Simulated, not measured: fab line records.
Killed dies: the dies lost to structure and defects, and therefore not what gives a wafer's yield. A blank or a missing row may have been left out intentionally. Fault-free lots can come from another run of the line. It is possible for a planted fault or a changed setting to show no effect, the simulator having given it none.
Chamber matching || flow gf180mcu || GF_V5_CMP_04 on cmp-01 has 4 sister chambers
The step polishes SiO2. 4 wafers are shown with their chamber, then 8 later ones without.

## WAFERS PAIRED WITH THEIR CHAMBERS
{"wafer": "L608.6", "chamber": 0, "motorCurrentA (A)": 13.9}
{"wafer": "L609.4", "chamber": 3, "motorCurrentA (A)": 10.3}
{"wafer": "L609.6", "chamber": 2, "motorCurrentA (A)": 12.0}
{"wafer": "L610.2", "chamber": 1, "motorCurrentA (A)": 10.3}

## WAFERS WITH NO CHAMBER GIVEN
{"wafer": "L610.5", "motorCurrentA (A)": 12.0}
{"wafer": "L610.6", "motorCurrentA (A)": 10.8}
{"wafer": "L611.2", "motorCurrentA (A)": 14.0}
{"wafer": "L611.3", "motorCurrentA (A)": 10.0}
{"wafer": "L611.5", "motorCurrentA (A)": 11.9}
{"wafer": "L612.1", "motorCurrentA (A)": 12.0}
{"wafer": "L612.5", "motorCurrentA (A)": 13.6}
{"wafer": "L612.6", "motorCurrentA (A)": 10.5}

## WHICH CHAMBER EACH ONE RAN IN
{"wafer": "L610.5", "from the rows above": 2, "in truth": 2}
{"wafer": "L610.6", "from the rows above": "can't be placed: 1 or 3", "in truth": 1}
{"wafer": "L611.2", "from the rows above": 0, "in truth": 0}
{"wafer": "L611.3", "from the rows above": "can't be placed: 1 or 3", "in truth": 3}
{"wafer": "L611.5", "from the rows above": 2, "in truth": 2}
{"wafer": "L612.1", "from the rows above": 2, "in truth": 2}
{"wafer": "L612.5", "from the rows above": 0, "in truth": 0}
{"wafer": "L612.6", "from the rows above": "can't be placed: 1 or 3", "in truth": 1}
5 of 8 placed correctly. Can't be placed from these rows: 3 (the true chamber is among the candidates in 3). Number placed wrongly: 0.
How it was worked out, from the rows above alone: a wafer's distance from a chamber is the root of the sum, over the readings, of the square of ((its reading less the chamber's mean) divided by the reading's scatter). The wafer belongs to the nearest chamber; if the next one is less than 2 further off, it can't be placed. Each chamber's mean is taken over the wafers shown for it. The scatter: root of mean squared gap, hidden wafer to nearest shown wafer, with one shown wafer a chamber.
